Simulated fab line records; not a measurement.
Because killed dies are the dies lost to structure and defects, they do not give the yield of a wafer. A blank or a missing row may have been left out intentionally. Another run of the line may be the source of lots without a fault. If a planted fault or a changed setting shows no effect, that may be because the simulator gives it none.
Which tool is to blame? -- flow gf180mcu -- 11 lots with 33 wafers sampled at 6 steps, on a route of 602 steps

WHAT EACH GAUGE READ, for each wafer
GF_V4_RS_MEAS_24: a four-point-probe measurement. Usual: for V4_W_RS the level is 0.326 ohm/sq and the standard deviation is 0.0038.
lot,measured,on,V4_W_RS (ohm/sq),flag
L246,day 24 20:21,film-metro-01,0.331 0.328 0.327,
L247,day 25 11:35,film-metro-04,0.330 0.439 0.334,OFF
L249,day 25 17:11,film-metro-02,0.332 0.429 0.325,OFF
L258,day 28 19:54,film-metro-02,0.328 0.329 0.327,
L260,day 29 07:39,film-metro-04,0.323 0.321 0.324,
L261,day 29 11:47,film-metro-04,0.319 0.321 0.325,
L263,day 30 02:37,film-metro-02,0.327 0.335 0.325,
L264,day 30 17:20,film-metro-02,0.322 0.326 0.338,
L265,day 30 19:56,film-metro-04,0.322 0.322 0.317,
L267,day 31 04:37,film-metro-02,0.325 0.330 0.322,
L268,day 31 10:08,film-metro-02,0.323 0.321 0.322,

GF_V4_THK_MEAS_25: measures by xrf. Usual: for V4_W_THK the level is 349 nm and the standard deviation is 5.9.
lot,measured,on,V4_W_THK (nm),flag
L246,day 24 20:27,film-metro-01,348 354 354,
L247,day 25 11:42,film-metro-04,345 261 340,OFF
L249,day 25 17:18,film-metro-02,339 265 345,OFF
L258,day 28 20:01,film-metro-02,340 342 343,
L260,day 29 07:46,film-metro-04,352 353 349,
L261,day 29 11:53,film-metro-04,356 353 349,
L263,day 30 02:44,film-metro-02,344 336 345,
L264,day 30 17:26,film-metro-02,348 346 335,
L265,day 30 20:02,film-metro-04,353 353 358,
L267,day 31 04:44,film-metro-02,345 340 347,
L268,day 31 10:14,film-metro-02,345 349 347,

TOOL THAT RAN EACH LOT (tool first, then ch and the chambers of the sampled wafers, then the start)
lot,GF_M4_SPUTTER_00,GF_M4_SPUTTER_01,GF_M4_SPUTTER_04,GF_V4_CVD_23
L246,"pvd-sputter-02, day 22 22:26","pvd-sputter-02, day 22 22:32","pvd-sputter-02, day 22 22:37","cvd-w-01 ch 0,1, day 24 20:14"
L247,"pvd-sputter-01, day 23 13:36","pvd-sputter-01, day 23 13:42","pvd-sputter-01, day 23 13:47","cvd-w-01 ch 0,1, day 25 11:28"
L249,"pvd-sputter-03, day 23 19:23","pvd-sputter-03, day 23 19:29","pvd-sputter-03, day 23 19:34","cvd-w-01 ch 0,1, day 25 17:04"
L258,"pvd-sputter-01, day 27 01:42","pvd-sputter-01, day 27 01:48","pvd-sputter-01, day 27 01:53","cvd-w-01 ch 0,1, day 28 19:46"
L260,"pvd-sputter-01, day 27 13:54","pvd-sputter-01, day 27 14:00","pvd-sputter-01, day 27 14:05","cvd-w-02 ch 0,1, day 29 07:32"
L261,"pvd-sputter-03, day 27 18:01","pvd-sputter-03, day 27 18:07","pvd-sputter-03, day 27 18:12","cvd-w-01 ch 0,1, day 29 11:38"
L263,"pvd-sputter-01, day 28 09:39","pvd-sputter-01, day 28 09:45","pvd-sputter-01, day 28 09:50","cvd-w-01 ch 0,1, day 30 02:29"
L264,"pvd-sputter-01, day 29 01:58","pvd-sputter-01, day 29 02:04","pvd-sputter-01, day 29 02:09","cvd-w-01 ch 0,1, day 30 17:14"
L265,"pvd-sputter-01, day 29 03:37","pvd-sputter-01, day 29 03:43","pvd-sputter-01, day 29 03:48","cvd-w-02 ch 0,1, day 30 19:49"
L267,"pvd-sputter-03, day 29 12:48","pvd-sputter-03, day 29 12:54","pvd-sputter-03, day 29 12:59","cvd-w-02 ch 0,1, day 31 04:29"
L268,"pvd-sputter-02, day 29 18:38","pvd-sputter-02, day 29 18:44","pvd-sputter-02, day 29 18:49","cvd-w-02 ch 0,1, day 31 09:59"
- GF_M4_SPUTTER_00: material Ti, target thk 37.5 nm, time 150 s.
- GF_M4_SPUTTER_01: material TiN, target thk 30 nm, time 25 s.
- GF_M4_SPUTTER_04: material TiN, target thk 50 nm, time 41.7 s.
- GF_V4_CVD_23: deposits W, target thk 350 nm, time 104.9 s.

AS READ BY THE TOOLS THEMSELVES (means over the sampled wafers that have a number; for cases with no such wafer, the mark the record gives instead)
GF_M4_SPUTTER_00. Usual: substrate-temp-c 199.98 C, standard deviation 0.16; throttle-valve-pct 30.4 %, standard deviation 0.7.
lot,tool,substrate-temp-c (C),throttle-valve-pct (%),flag
L246,pvd-sputter-02,200.02,29.7,
L247,pvd-sputter-01,200.10,30.1,
L249,pvd-sputter-03,199.88,30.8,
L258,pvd-sputter-01,199.85,31.4,
L260,pvd-sputter-01,200.17,30.8,
L261,pvd-sputter-03,199.95,30.6,
L263,pvd-sputter-01,199.99,30.6,
L264,pvd-sputter-01,200.01,30.0,
L265,pvd-sputter-01,199.99,30.2,
L267,pvd-sputter-03,200.00,30.6,
L268,pvd-sputter-02,199.97,29.7,

GF_M4_SPUTTER_01. Usual: 30.4 % for throttle-valve-pct, sd 0.69.
lot,tool,throttle-valve-pct (%),flag
L246,pvd-sputter-02,29.7,
L247,pvd-sputter-01,30.2,
L249,pvd-sputter-03,30.7,
L258,pvd-sputter-01,31.4,
L260,pvd-sputter-01,30.7,
L261,pvd-sputter-03,30.6,
L263,pvd-sputter-01,30.6,
L264,pvd-sputter-01,30.1,
L265,pvd-sputter-01,30.2,
L267,pvd-sputter-03,30.8,
L268,pvd-sputter-02,29.7,

GF_M4_SPUTTER_04. Usual: 30.4 % for throttle-valve-pct, sd 0.67.
lot,tool,throttle-valve-pct (%),flag
L246,pvd-sputter-02,29.7,
L247,pvd-sputter-01,30.2,
L249,pvd-sputter-03,30.8,
L258,pvd-sputter-01,31.5,
L260,pvd-sputter-01,30.7,
L261,pvd-sputter-03,30.7,
L263,pvd-sputter-01,30.7,
L264,pvd-sputter-01,30.1,
L265,pvd-sputter-01,30.2,
L267,pvd-sputter-03,30.7,
L268,pvd-sputter-02,29.8,

GF_V4_CVD_23. Usual: 826 W for heater-power-w, sd 61.
lot,tool,heater-power-w (W),flag
L246,cvd-w-01,821,
L247,cvd-w-01,833,
L249,cvd-w-01,841,
L258,cvd-w-01,832,
L260,cvd-w-02,788,
L261,cvd-w-01,821,
L263,cvd-w-01,824,
L264,cvd-w-01,820,
L265,cvd-w-02,841,
L267,cvd-w-02,856,
L268,cvd-w-02,810,

THE ANSWER, worked out from the rows above alone
Rule: a lot counts as off when the mean over its wafers that have a number is more than 3 standard deviations away from the usual mean. A lot without any number at a reading at which 4 lots or more have one is off too. All remaining lots with rows at the step are treated as sound. Order of review: gauges by route order, followed by the tools' own readings, for which a lot's mean as printed above is used. At the first step where some lot is off, the reading lying furthest off is the one used; lots without a number count as furthest.
Off: L247, L249, at GF_V4_RS_MEAS_24 (V4_W_RS).
A tool fits if, at a process step before that reading, it ran every lot that is off, and no sound lot after the first of them. The gauges at GF_V4_RS_MEAS_24 are tried like those tools. Of those tried, none fits.

WHAT HAD BEEN PUT IN BY THE SIMULATOR
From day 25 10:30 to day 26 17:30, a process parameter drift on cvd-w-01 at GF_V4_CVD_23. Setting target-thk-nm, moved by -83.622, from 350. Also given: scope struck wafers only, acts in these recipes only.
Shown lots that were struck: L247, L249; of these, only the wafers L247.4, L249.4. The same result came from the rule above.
